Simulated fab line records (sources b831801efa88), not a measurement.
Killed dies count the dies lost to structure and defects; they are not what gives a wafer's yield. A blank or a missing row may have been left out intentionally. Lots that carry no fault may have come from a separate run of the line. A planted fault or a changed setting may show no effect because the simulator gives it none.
Problem report, 8D (eight disciplines) form, completed by code / flow gf180mcu / the parts of the form that need people (team, actions taken, sign-off) are left out

1. THE ISSUE
Mean of overpolish-run-s at GF_V2_CMP_26: 0.041 s across 3 wafers in 2 lots; on wafers with no fault it is 15.000 s (standard deviation 0.0083). That is -99 or more standard deviations from the usual mean.
The step: polishes, stops on SiO2, t overpolish 15 s, target thk 0 nm.
Seen first at day 25 02:28 on cmp-01, wafer L878.2. The record holds 41 wafers of 14 lots with a number at this step. Rule for "out" (also "out of limits"): further than 4 standard deviations from the usual mean. The other wafers with a number count as sound.

2. WHAT THIS IS AND IS NOT
question=which readings at this step | is=overpolish-run-s, time-to-endpoint-s | is not=motor-current-A
question=which lots | is=L878, L880 | is not=L866, L867, L868, L869, L870, L871, L872, L874, L876, L877, L888, L889
question=which wafers of those lots | is=L878.2, L878.5, L880.2 | is not=L878.1, L880.4
question=read on which tools | is=cmp-01 | is not=cmp-02
question=when | is=from day 25 02:28 | is not=up to then (31 sound wafers); but 7 sound wafers of L880, L888, L889 came after

3. SUSPECTS, AND WHAT RULES EACH OUT
Counting: a tool at a process step up to the reading stays a suspect if it ran every lot that is out. Sound lots after the first of them don't rule it out here, since some wafers of a struck lot are sound.
- cmp-01 at GF_V2_CMP_26 (polishes, stops on SiO2, t overpolish 15 s, target thk 0 nm): kept. Ran every lot that is out, first one L878 (day 25 02:28); last sound lot up to then L877 (day 24 07:58). Out on those wafers are its own readings of overpolish-run-s, time-to-endpoint-s.
The count leaves cmp-01 at GF_V2_CMP_26.

4. THE CAUSE (what the simulator had put in)
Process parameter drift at GF_V2_CMP_26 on cmp-01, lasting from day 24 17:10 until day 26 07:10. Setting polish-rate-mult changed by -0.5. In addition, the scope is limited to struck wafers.
Only this tool survived the counting.

5. THE EFFECT CHAIN, in route order
Each row: a reading whose mean over the struck wafers that have a number lies more than 3 standard deviations from the usual. Scope: only readings with a usual standard deviation given in the record; hours: median across lots of the time from each lot's start at the first step in this table that gives one to its start at this step; sigmas: change in usual standard deviations.
hours=0; step=GF_V2_CMP_26; reading=overpolish-run-s; usual=15.000 s; on struck wafers=0.041; change=-14.959; sigmas=-99 or more
hours=0; step=GF_V2_CMP_26; reading=time-to-endpoint-s; usual=84 s; on struck wafers=131; change=+47; sigmas=+15
hours=184; step=GF_PASSIVATION_PROBE_99; reading=defect-limited-yield; usual=90.3 %; on struck wafers=0.0; change=-90.3; sigmas=-60
hours=184; step=GF_PASSIVATION_PROBE_99; reading=killed_at_M0_to_M3; usual=21; on struck wafers=463; change=+442; sigmas=+94
hours=184; step=GF_PASSIVATION_PROBE_99; reading=killed-dies; usual=48; on struck wafers=492; change=+444; sigmas=+61
hours=184; step=GF_PASSIVATION_PROBE_99; reading=killed-on-rim; usual=9.4; on struck wafers=96.0; change=+86.6; sigmas=+31
hours=184; step=GF_PASSIVATION_PROBE_99; reading=sort_bin_3_pad_short; usual=0.5 %; on struck wafers=91.0; change=+90.5; sigmas=+99 or more
hours=184; step=GF_PASSIVATION_PROBE_99; reading=sort-n-pass; usual=444; on struck wafers=0; change=-444; sigmas=-61
hours=184; step=GF_PASSIVATION_PROBE_99; reading=sort-yield-pct; usual=90.3 %; on struck wafers=0.0; change=-90.3; sigmas=-60
Here are the process steps it includes:
- GF_V2_CMP_26: polishes, stops on SiO2, t overpolish 15 s, target thk 0 nm.
- GF_PASSIVATION_PROBE_99

6. WHAT WOULD HAVE CAUGHT IT SOONER
First out-of-limits reading in this record: day 25 02:28, which is 9 hours after fault onset at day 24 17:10.
